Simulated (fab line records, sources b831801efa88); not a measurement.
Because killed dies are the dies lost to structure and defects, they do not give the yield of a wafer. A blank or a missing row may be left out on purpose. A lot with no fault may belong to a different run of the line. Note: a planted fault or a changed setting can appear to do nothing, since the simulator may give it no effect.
The tool behind it: which one? -- flow gf180mcu -- 11 lots with 33 wafers sampled at 5 steps, on a route of 602 steps

WHAT EACH GAUGE READ, for each wafer
GF_V1_THK_MEAS_03.
lot,measured,on,V1_CVD_02_THK (nm)
L232,day 17 02:20,film_metro-02,838 856 864
L233,day 17 13:05,film_metro-03,862 855 843
L234,day 18 09:59,film_metro-03,852 834 862
L235,day 18 12:35,film_metro-02,850 852 846
L236,day 18 20:46,film_metro-02,844 855 847
L237,day 19 07:50,film_metro-01,855 861 861
L245,day 22 03:51,film_metro-02,556 838 841
L248,day 22 22:53,film_metro-03,855 846 843
L252,day 24 16:02,film_metro-01,856 864 860
L253,day 24 19:03,film_metro-03,855 859 864
L254,day 25 08:49,film_metro-02,848 848 865

EACH LOT AND THE TOOL THAT RAN IT (in order: tool; ch and the chambers of the sampled wafers; start)
lot,GF_CONTACT_SPUTTER_22,GF_M1_SPUTTER_00,GF_M1_METAL_ETCH_16,GF_V1_CVD_02
L232,"pvd_sputter-03, day 16 01:49","pvd_sputter-04, day 16 02:30","rie_metal-03 ch 0,1, day 17 01:29","pecvd-04 ch 0,1,2, day 17 02:16"
L233,"pvd_sputter-01, day 16 12:08","pvd_sputter-04, day 16 12:49","rie_metal-04 ch 0,1, day 17 12:13","pecvd-03 ch 0,1, day 17 13:00"
L234,"pvd_sputter-03, day 17 07:55","pvd_sputter-02, day 17 08:35","rie_metal-01 ch 0, day 18 09:01","pecvd-04 ch 0,2, day 18 09:55"
L235,"pvd_sputter-03, day 17 10:30","pvd_sputter-04, day 17 11:09","rie_metal-03 ch 0,1, day 18 11:42","pecvd-03 ch 0,1,2, day 18 12:31"
L236,"pvd_sputter-02, day 17 19:05","pvd_sputter-01, day 17 19:46","rie_metal-01 ch 0, day 18 19:48","pecvd-03 ch 0,1, day 18 20:41"
L237,"pvd_sputter-03, day 18 05:23","pvd_sputter-01, day 18 06:11","rie_metal-01 ch 0,1, day 19 06:58","pecvd-04 ch 0,1, day 19 07:46"
L245,"pvd_sputter-01, day 21 02:14","pvd_sputter-02, day 21 02:56","rie_metal-03 ch 0,1, day 22 02:58","pecvd-03 ch 0,1, day 22 03:45"
L248,"pvd_sputter-02, day 21 21:26","pvd_sputter-02, day 21 22:07","rie_metal-01 ch 0,1, day 22 22:02","pecvd-04 ch 0,1,2, day 22 22:49"
L252,"pvd_sputter-01, day 23 15:32","pvd_sputter-04, day 23 16:13","rie_metal-04 ch 1, day 24 15:11","pecvd-02 ch 0,2, day 24 15:58"
L253,"pvd_sputter-02, day 23 19:05","pvd_sputter-01, day 23 19:46","rie_metal-03 ch 0, day 24 18:07","pecvd-02 ch 1,2, day 24 18:58"
L254,"pvd_sputter-01, day 24 08:52","pvd_sputter-01, day 24 09:33","rie_metal-01 ch 0,1, day 25 07:55","pecvd-02 ch 0,1, day 25 08:44"
- GF_CONTACT_SPUTTER_22: material Ti, target thk 15 nm, time 80.02 s.
- GF_M1_SPUTTER_00: material Ti, target thk 37.5 nm, time 150 s.
- GF_M1_METAL_ETCH_16: etches the open film in Cl2/BCl3, stops on SiO2, target depth 627.5 nm, time 104.6 s.
- GF_V1_CVD_02: deposits SiO2 from TEOS, target thk 850 nm, time 94.851 s.

THE ANSWER, worked out from the rows above alone
Rule: what is usual is taken from the lots themselves. The widest of any qualifying gaps counts: lots, ordered by their means at a reading, are off when they make up no more than a third of the lots, leave a main group of 4 or more, and stand apart from it by 3 or more times the standard deviation of that group's means. A main group is skipped when, at the precision printed for the reading in the tables above, its means are all equal. Also off: a lot with no number at a reading for which 4 or more lots have one. Any other lot the step has rows for is counted as sound.
Off: at GF_V1_THK_MEAS_03 (V1_CVD_02_THK), L245. The main group has a mean of 853 nm with a standard deviation of 4.4.
If a tool, at a process step before that reading, ran all the lots that are off and no sound lot after the first of them, it fits. Gauges at GF_V1_THK_MEAS_03: tried the same way as those tools. One candidate fits, namely pecvd-03 at GF_V1_CVD_02. A fault onset in the window from L236 (day 18 20:41, its last sound lot) to L245 (day 22 03:45, its first lot off) fits.

WHAT HAD BEEN PUT IN BY THE SIMULATOR
pecvd-03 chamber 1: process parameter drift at GF_V1_CVD_02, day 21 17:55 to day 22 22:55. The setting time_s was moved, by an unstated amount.
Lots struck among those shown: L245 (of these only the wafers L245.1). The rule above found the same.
